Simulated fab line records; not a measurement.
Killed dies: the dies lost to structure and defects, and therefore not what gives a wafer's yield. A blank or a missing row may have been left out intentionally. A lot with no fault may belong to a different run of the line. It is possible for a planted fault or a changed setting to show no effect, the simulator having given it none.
Which of the tools did it? / flow sfq-line / route of 325 steps, sampled at 1 step: 7 lots, 20 wafers

WHAT THE GAUGES READ, wafer by wafer
SFQ_I4_BOW_MEAS_927.
lot=L941; measured=day 46 06:28; on=film-metro-01; I4_BOW (um)=3 -2 -7
lot=L944; measured=day 46 21:25; on=film-metro-02; I4_BOW (um)=-3 2
lot=L952; measured=day 50 01:34; on=film-metro-04; I4_BOW (um)=3 -10 4
lot=L954; measured=day 50 13:59; on=film-metro-04; I4_BOW (um)=-16 -20 -19
lot=L956; measured=day 51 05:47; on=film-metro-01; I4_BOW (um)=13 9 2
lot=L958; measured=day 51 14:58; on=film-metro-04; I4_BOW (um)=-9 -5 -6
lot=L961; measured=day 53 00:29; on=film-metro-04; I4_BOW (um)=7 14 2

TOOL THAT RAN EACH LOT (tool first, then ch and the chambers of the sampled wafers, then the start)
Before these readings, the record contains no process step.

THE ANSWER, worked out from the rows above alone
Rule: the lots themselves supply what counts as usual. The widest of any qualifying gaps counts: lots, ordered by their means at a reading, are off when they make up no more than a third of the lots, leave a main group of 4 or more, and stand apart from it by 3 or more times the standard deviation of that group's means. A main group is skipped when, at the precision printed for the reading in the tables above, its means are all equal. A lot without any number at a reading at which 4 lots or more have one is off too. Any other lot the step has rows for is counted as sound.
No lot is off on any of the readings shown, so nothing can be concluded from this.

WHAT HAD BEEN PUT IN BY THE SIMULATOR
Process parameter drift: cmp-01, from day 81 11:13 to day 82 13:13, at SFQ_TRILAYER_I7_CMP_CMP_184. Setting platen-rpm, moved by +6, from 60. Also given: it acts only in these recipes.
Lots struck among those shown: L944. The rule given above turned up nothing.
